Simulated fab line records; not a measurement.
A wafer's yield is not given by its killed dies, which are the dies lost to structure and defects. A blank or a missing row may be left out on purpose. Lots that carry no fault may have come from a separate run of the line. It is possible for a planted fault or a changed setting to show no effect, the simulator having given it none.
What tool caused it? + flow sky130 + 40 wafers from 14 lots sampled at 7 of the route's 708 steps

== WHAT THE GAUGES SHOWED, per wafer ==
Not one reading of a measure or inspect step in the record can be checked against a usual standard deviation.

== WHAT TOOL EACH LOT RAN ON (gives the tool, then ch and the chambers of the sampled wafers, and finally the start) ==
| lot  | SKY_METAL1_SPUTTER_04        | SKY_METAL1_ETCH_18                | SKY_VIA1_CMP_02               | SKY_VIA2_CMP_02               | SKY_VIA2_ETCH_15                   | SKY_METAL3_SPUTTER_00        | SKY_METAL3_SPUTTER_01        |
|------|------------------------------|-----------------------------------|-------------------------------|-------------------------------|------------------------------------|------------------------------|------------------------------|
| L301 | pvd_sputter-01, day 31 09:38 | rie_metal-04 ch 0,1, day 32 13:29 | cmp-02 ch 0,1,2, day 32 14:33 | cmp-02 ch 1,2, day 34 21:53   | rie_diel-01 ch 0,1,3, day 36 00:27 | pvd_sputter-01, day 36 01:46 | pvd_sputter-01, day 36 01:47 |
| L303 | pvd_sputter-02, day 32 00:34 | rie_metal-01 ch 1, day 33 03:37   | cmp-02 ch 1,3, day 33 04:44   | cmp-02 ch 0,3, day 35 11:54   | rie_diel-01 ch 0,1,2, day 36 14:57 | pvd_sputter-03, day 36 16:16 | pvd_sputter-03, day 36 16:17 |
| L304 | pvd_sputter-01, day 32 16:55 | rie_metal-01 ch 1, day 33 18:44   | cmp-01 ch 1,2, day 33 19:53   | cmp-01 ch 0,1,2, day 36 03:41 | rie_diel-01 ch 0,2, day 37 04:28   | pvd_sputter-02, day 37 05:47 | pvd_sputter-02, day 37 05:49 |
| L305 | pvd_sputter-02, day 32 21:25 | rie_metal-04 ch 0,1, day 33 23:53 | cmp-02 ch 2,3, day 34 00:48   | cmp-01 ch 0,2,3, day 36 08:38 | rie_diel-01 ch 0,1,2, day 37 10:44 | pvd_sputter-03, day 37 12:04 | pvd_sputter-03, day 37 12:05 |
| L306 | pvd_sputter-03, day 33 03:10 | rie_metal-04 ch 0,1, day 34 05:29 | cmp-02 ch 0,3, day 34 06:29   | cmp-01 ch 2,3, day 36 15:02   | rie_diel-02 ch 0,1,3, day 37 17:25 | pvd_sputter-01, day 37 18:46 | pvd_sputter-01, day 37 18:47 |
| L309 | pvd_sputter-03, day 34 06:07 | rie_metal-02 ch 0,1, day 35 09:02 | cmp-02 ch 2, day 35 09:59     | cmp-01 ch 1,3, day 37 16:34   | rie_diel-01 ch 1, day 38 18:38     | pvd_sputter-02, day 38 19:58 | pvd_sputter-02, day 38 19:59 |
| L310 | pvd_sputter-03, day 34 09:53 | rie_metal-04 ch 0, day 35 12:49   | cmp-01 ch 0,3, day 35 14:01   | cmp-01 ch 0,1, day 37 20:49   | rie_diel-01 ch 1,2, day 38 22:50   | -                            | -                            |
| L317 | pvd_sputter-02, day 36 16:22 | rie_metal-04 ch 0,1, day 37 17:48 | cmp-02 ch 0,1,2, day 37 18:41 | cmp-02 ch 1,3, day 40 00:10   | rie_diel-01 ch 0,2, day 41 01:38   | pvd_sputter-03, day 41 03:08 | pvd_sputter-03, day 41 03:10 |
| L318 | pvd_sputter-01, day 37 02:03 | rie_metal-02 ch 0,1, day 38 04:07 | cmp-02 ch 0,1,2, day 38 05:11 | cmp-02 ch 0,1,3, day 40 09:55 | rie_diel-01 ch 0,1,3, day 41 10:52 | pvd_sputter-01, day 41 12:11 | pvd_sputter-01, day 41 12:13 |
| L320 | pvd_sputter-03, day 37 18:29 | rie_metal-02 ch 0, day 38 20:11   | cmp-01 ch 0,1, day 38 21:06   | cmp-02 ch 0,2,3, day 41 02:02 | rie_diel-01 ch 1,2,3, day 42 02:05 | pvd_sputter-01, day 42 03:28 | pvd_sputter-01, day 42 03:29 |
| L321 | pvd_sputter-01, day 38 01:59 | rie_metal-02 ch 1, day 39 03:05   | cmp-02 ch 1,2,3, day 39 04:00 | cmp-02 ch 1,3, day 41 08:28   | rie_diel-01 ch 0,2, day 42 08:58   | pvd_sputter-01, day 42 10:18 | pvd_sputter-01, day 42 10:19 |
| L322 | pvd_sputter-01, day 38 09:05 | rie_metal-02 ch 1, day 39 10:35   | cmp-02 ch 0,2,3, day 39 12:31 | cmp-01 ch 0,2,3, day 41 15:04 | rie_diel-01 ch 1,3, day 42 14:49   | pvd_sputter-03, day 42 16:11 | pvd_sputter-03, day 42 16:12 |
| L323 | pvd_sputter-01, day 38 18:55 | rie_metal-01 ch 0,1, day 39 20:05 | cmp-02 ch 1,2,3, day 39 21:03 | cmp-02 ch 0,3, day 41 23:59   | rie_diel-04 ch 0,1,3, day 42 23:56 | pvd_sputter-02, day 43 01:46 | pvd_sputter-02, day 43 01:47 |
| L324 | pvd_sputter-01, day 38 22:53 | rie_metal-04 ch 0, day 39 23:29   | cmp-02 ch 0,2,3, day 40 00:35 | cmp-01 ch 0,1,2, day 42 03:57 | rie_diel-01 ch 0,1,2, day 43 03:38 | pvd_sputter-01, day 43 04:58 | pvd_sputter-01, day 43 04:59 |
- SKY_METAL1_SPUTTER_04: material TiN, target thk 70 nm, time 58.3 s.
- SKY_METAL1_ETCH_18: etches BARC in N2/H2, stops on SiO2, time 45.9 s, target depth 60 nm.
- SKY_VIA1_CMP_02: polishes SiO2.
- SKY_VIA2_CMP_02: polishes SiO2.
- SKY_VIA2_ETCH_15: etches SiO2 in C4F8/O2/Ar, stops on TiN, target depth 546 nm, time 84 s.
- SKY_METAL3_SPUTTER_00: material Ti, target thk 15 nm, time 10 s.
- SKY_METAL3_SPUTTER_01: material TiN, target thk 20 nm, time 16.7 s.

== AS READ BY THE TOOLS THEMSELVES (means over the sampled wafers that have a number; for cases with no such wafer, the mark the record gives instead) ==
SKY_METAL1_SPUTTER_04. Usual: throttle_valve_pct 30.1 %, standard deviation 0.52.
| lot  | tool           | throttle_valve_pct (%) | flag |
|------|----------------|------------------------|------|
| L301 | pvd_sputter-01 | 30.2                   |      |
| L303 | pvd_sputter-02 | 30.0                   |      |
| L304 | pvd_sputter-01 | 30.1                   |      |
| L305 | pvd_sputter-02 | 29.8                   |      |
| L306 | pvd_sputter-03 | 30.9                   |      |
| L309 | pvd_sputter-03 | 30.7                   |      |
| L310 | pvd_sputter-03 | 30.4                   |      |
| L317 | pvd_sputter-02 | 30.0                   |      |
| L318 | pvd_sputter-01 | 29.5                   |      |
| L320 | pvd_sputter-03 | 30.5                   |      |
| L321 | pvd_sputter-01 | 29.8                   |      |
| L322 | pvd_sputter-01 | 29.9                   |      |
| L323 | pvd_sputter-01 | 30.2                   |      |
| L324 | pvd_sputter-01 | 30.2                   |      |

SKY_METAL1_ETCH_18. Usual: drypump_motor_current_A 5.8 A, standard deviation 0.48; oes_product_au 0.855 a.u., standard deviation 0.005; throttle_valve_pct 13.224 %, standard deviation 0.0094.
| lot  | tool         | drypump_motor_current_A (A) | oes_product_au (a.u.) | throttle_valve_pct (%) | flag |
|------|--------------|-----------------------------|-----------------------|------------------------|------|
| L301 | rie_metal-04 | 5.8                         | 0.856                 | 13.221                 |      |
| L303 | rie_metal-01 | 5.5                         | 0.851                 | 13.219                 |      |
| L304 | rie_metal-01 | 5.5                         | 0.854                 | 13.219                 |      |
| L305 | rie_metal-04 | 5.5                         | 0.850                 | 13.217                 |      |
| L306 | rie_metal-04 | 5.5                         | 0.858                 | 13.218                 |      |
| L309 | rie_metal-02 | 5.9                         | 0.857                 | 13.239                 |      |
| L310 | rie_metal-04 | 6.1                         | 0.849                 | 13.223                 |      |
| L317 | rie_metal-04 | 5.8                         | 0.858                 | 13.218                 |      |
| L318 | rie_metal-02 | 6.1                         | 0.857                 | 13.226                 |      |
| L320 | rie_metal-02 | 5.3                         | 0.854                 | 13.230                 |      |
| L321 | rie_metal-02 | 6.4                         | 0.860                 | 13.223                 |      |
| L322 | rie_metal-02 | 6.5                         | 0.852                 | 13.229                 |      |
| L323 | rie_metal-01 | 5.6                         | 0.855                 | 13.217                 |      |
| L324 | rie_metal-04 | 6.1                         | 0.851                 | 13.227                 |      |

SKY_VIA1_CMP_02. Usual: motor_current_A 11.9 A, standard deviation 1.4.
| lot  | tool   | motor_current_A (A) | flag |
|------|--------|---------------------|------|
| L301 | cmp-02 | 12.3                |      |
| L303 | cmp-02 | 12.0                |      |
| L304 | cmp-01 | 12.5                |      |
| L305 | cmp-02 | 11.7                |      |
| L306 | cmp-02 | 13.6                |      |
| L309 | cmp-02 | 11.9                |      |
| L310 | cmp-01 | 10.1                |      |
| L317 | cmp-02 | 12.6                |      |
| L318 | cmp-02 | 12.4                |      |
| L320 | cmp-01 | 12.0                |      |
| L321 | cmp-02 | 11.3                |      |
| L322 | cmp-02 | 12.9                |      |
| L323 | cmp-02 | 11.5                |      |
| L324 | cmp-02 | 12.3                |      |

SKY_VIA2_CMP_02. Usual: motor_current_A 11.9 A, standard deviation 1.5.
| lot  | tool   | motor_current_A (A) | flag |
|------|--------|---------------------|------|
| L301 | cmp-02 | 11.4                |      |
| L303 | cmp-02 | 14.1                |      |
| L304 | cmp-01 | 10.8                |      |
| L305 | cmp-01 | 10.2                |      |
| L306 | cmp-01 | 11.2                |      |
| L309 | cmp-01 | 11.8                |      |
| L310 | cmp-01 | 10.9                |      |
| L317 | cmp-02 | 11.8                |      |
| L318 | cmp-02 | 12.6                |      |
| L320 | cmp-02 | 12.7                |      |
| L321 | cmp-02 | 12.0                |      |
| L322 | cmp-01 | 10.2                |      |
| L323 | cmp-02 | 13.6                |      |
| L324 | cmp-01 | 11.1                |      |

SKY_VIA2_ETCH_15. Usual: oes_product_au 0.939 a.u., standard deviation 0.0046.
| lot  | tool        | oes_product_au (a.u.) | flag |
|------|-------------|-----------------------|------|
| L301 | rie_diel-01 | 0.938                 |      |
| L303 | rie_diel-01 | 0.941                 |      |
| L304 | rie_diel-01 | 0.937                 |      |
| L305 | rie_diel-01 | 0.937                 |      |
| L306 | rie_diel-02 | 0.941                 |      |
| L309 | rie_diel-01 | 0.968                 | OFF  |
| L310 | rie_diel-01 | 1.002                 | OFF  |
| L317 | rie_diel-01 | 0.940                 |      |
| L318 | rie_diel-01 | 0.937                 |      |
| L320 | rie_diel-01 | 0.942                 |      |
| L321 | rie_diel-01 | 0.941                 |      |
| L322 | rie_diel-01 | 0.941                 |      |
| L323 | rie_diel-04 | 0.938                 |      |
| L324 | rie_diel-01 | 0.942                 |      |

SKY_METAL3_SPUTTER_00. Usual: throttle_valve_pct 30.1 %, standard deviation 0.52.
| lot  | tool           | throttle_valve_pct (%) | flag |
|------|----------------|------------------------|------|
| L301 | pvd_sputter-01 | 29.7                   |      |
| L303 | pvd_sputter-03 | 30.7                   |      |
| L304 | pvd_sputter-02 | 29.7                   |      |
| L305 | pvd_sputter-03 | 30.6                   |      |
| L306 | pvd_sputter-01 | 30.1                   |      |
| L309 | pvd_sputter-02 | 30.4                   |      |
| L317 | pvd_sputter-03 | 30.7                   |      |
| L318 | pvd_sputter-01 | 29.9                   |      |
| L320 | pvd_sputter-01 | 29.9                   |      |
| L321 | pvd_sputter-01 | 29.8                   |      |
| L322 | pvd_sputter-03 | 30.3                   |      |
| L323 | pvd_sputter-02 | 30.0                   |      |
| L324 | pvd_sputter-01 | 30.0                   |      |

SKY_METAL3_SPUTTER_01. Usual: throttle_valve_pct 30.2 %, standard deviation 0.52.
| lot  | tool           | throttle_valve_pct (%) | flag |
|------|----------------|------------------------|------|
| L301 | pvd_sputter-01 | 29.8                   |      |
| L303 | pvd_sputter-03 | 30.7                   |      |
| L304 | pvd_sputter-02 | 30.0                   |      |
| L305 | pvd_sputter-03 | 30.6                   |      |
| L306 | pvd_sputter-01 | 30.1                   |      |
| L309 | pvd_sputter-02 | 30.2                   |      |
| L317 | pvd_sputter-03 | 30.7                   |      |
| L318 | pvd_sputter-01 | 30.0                   |      |
| L320 | pvd_sputter-01 | 30.0                   |      |
| L321 | pvd_sputter-01 | 29.9                   |      |
| L322 | pvd_sputter-03 | 30.5                   |      |
| L323 | pvd_sputter-02 | 29.9                   |      |
| L324 | pvd_sputter-01 | 29.8                   |      |

== THE ANSWER, worked out from the rows above alone ==
Rule: lot off if the mean of its wafers having a number is beyond 3 standard deviations from the usual mean. A lot without any number at a reading at which 4 lots or more have one is off too. Where the step has rows for the other lots, those lots are counted as sound. First the gauges in route order, then the tools' own readings, where a lot's mean is used as printed above. The first step at which some lot is off is used, and at that step the reading that is off furthest; a lot without a number counts as furthest.
Off, at SKY_VIA2_ETCH_15 on oes_product_au: L309, L310.
If a tool, at that step or one of the process steps before it, ran each lot that is off and ran no sound lot following the first of them, it fits. No candidate that was tried fits.

== WHAT WAS PUT IN BY THE SIMULATOR ==
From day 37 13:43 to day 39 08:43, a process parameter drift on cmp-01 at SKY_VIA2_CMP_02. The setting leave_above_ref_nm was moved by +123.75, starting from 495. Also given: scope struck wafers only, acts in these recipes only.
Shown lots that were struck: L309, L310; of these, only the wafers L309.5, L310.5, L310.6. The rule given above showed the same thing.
